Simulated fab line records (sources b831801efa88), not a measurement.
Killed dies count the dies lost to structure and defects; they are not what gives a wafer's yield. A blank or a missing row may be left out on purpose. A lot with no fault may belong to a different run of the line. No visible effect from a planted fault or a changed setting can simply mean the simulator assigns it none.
Comparing a struck lot with a sound one    flow sky130    21 out of 708 route steps
Sound: the wafers L231.2, L231.4, L231.6. Struck: wafers L222.2, L222.4, L222.6. Last of all comes the cause.
At each step with rows: each side's tool, then ch and its chambers, then its first start. Under that, the readings that differ: sound wafers    struck wafers    difference of the means    sigmas: that difference in standard deviations of wafers without a fault.
alike: readings whose means differ by less than 2 such deviations, and words and numbers that are the same on both sides. not compared: withheld readings, readings that some wafer has no value for, bounds like >300 that may hide the same value, and numbers for which the record gives no deviation and whose values overlap.
Wherever a step has rows on one side only, a row that says differs or no value, or a row with sigmas, the two part there. Numbers that don't overlap but have no deviation are shown without sigmas and don't part them. A reading that every wafer of one side lacks parts them only if that side has two wafers or more.

first, 1 step without rows for these wafers: SKY_FIELD_ISO_CVD_24 (deposits SiO2, target thk 595 nm, time 99.2 s).
SKY_FIELD_ISO_THK_MEAS_25:
  sound on film metro-04 at day 6 15:19; struck on film metro-02 at day 4 16:23
  alike: FIELD_ISO_CVD_24_THK
then, 1 step without rows for these wafers: SKY_FIELD_ISO_ANNEAL_26 (time 1800 s).
SKY_FIELD_ISO_CMP_27: polishes, stops on Si3N4, t overpolish 16 s, target thk 457.8 nm.
  sound on cmp-01 ch 0,3, day 6 18:09; struck on cmp-02 ch 0,1,2, day 4 17:56
  alike: edge zone pressure frac, motor current A, overpolish run s, time to endpoint s
then, 5 steps without rows for these wafers: SKY_FIELD_ISO_WET_ETCH_28 (etches SiO2 in dHF, target depth 23.7 nm, time 47 s); SKY_FIELD_ISO_WET_ETCH_29 (etches Si3N4 in H3PO4, target depth 160 nm, time 1825 s); SKY_FIELD_ISO_WET_ETCH_30 (etches SiO2 in dHF, target depth 25 nm, time 50 s); SKY_NWELL_CLEAN_00 (cleans in SC1/SC2, time 150 s); SKY_NWELL_OXIDATION_01 (stabilise 600 s, purge 300 s, target thk 10 nm).
SKY_NWELL_THK_MEAS_02:
  sound on film metro-04 at day 6 20:59; struck on film metro-03 at day 4 20:35
  alike: NWELL_OXIDATION_THK
then, 2 steps without rows for these wafers: SKY_DNWELL_DEHYDRATE_00 (time 60 s); SKY_DNWELL_HMDS_01 (prime time 60 s).
SKY_DNWELL_COAT_02: resist thk 3000 nm.
  sound on litho track-04 ch 0, day 7 06:55; struck on litho track-02 ch 0, day 5 05:19
reading                                   sound                 struck                difference  sigmas
spin speed rpm (rpm)                      2000.2 2001.8 1999.5  2137.8 2139.5 2141.1  +139.0      +93
model.coat_of_DNWELL_COAT_02.thk nm (nm)  2988 2991 2988        2893 2893 2888        -98         
  alike: dispense pressure kPa, resist line temp C
then, 3 steps without rows for these wafers: SKY_DNWELL_SOFTBAKE_03; SKY_DNWELL_EXPOSE_04 (exposes mask DNM, target cd 3000 nm); SKY_DNWELL_PEB_05.
SKY_DNWELL_DEVELOP_06: develop time 60 s.
  sound: litho track-02 ch 0; struck: litho track-04 ch 0
reading                                   sound           struck          difference  sigmas
model.coat_of_DNWELL_COAT_02.thk nm (nm)  2984 2987 2984  2888 2888 2883  -99         
  alike: resist line temp C
then, 1 step without rows for these wafers: SKY_DNWELL_IMPLANT_07.
SKY_DNWELL_STRIP_08: strips in O2/N2.
  sound on plasma asher-04 ch 0,1, day 7 16:41; struck on plasma asher-02 ch 0, day 5 15:26
reading                       sound              struck             difference  sigmas
strip time to endpoint s (s)  36.77 36.80 36.76  35.68 35.68 35.63  -1.11       -12
  alike: drypump motor current A, oes product au
  not compared: rf hours counter h
SKY_DNWELL_TW_MEAS_09:
  sound on film metro-01 at day 7 16:48; struck on film metro-03 at day 5 15:33
  alike: DNWELL_TW
-- the record jumps here: 43 days lie between the struck wafers' starts before and after (it left off in module DNWELL and takes up again in module PAD_OPEN, whose first step shown is number 708 of the route) --
SKY_PAD_OPEN_PROBE_99:
  only the struck wafers here have rows in the record (prober-01, day 48 15:26); the sound ones have none

## WHERE THEY PART
At SKY_DNWELL_COAT_02 first; at SKY_PAD_OPEN_PROBE_99 last (within this record only).

WHY: the cause the simulator had injected
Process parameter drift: litho track-02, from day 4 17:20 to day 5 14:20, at SKY_DNWELL_COAT_02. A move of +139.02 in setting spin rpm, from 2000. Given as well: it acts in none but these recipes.
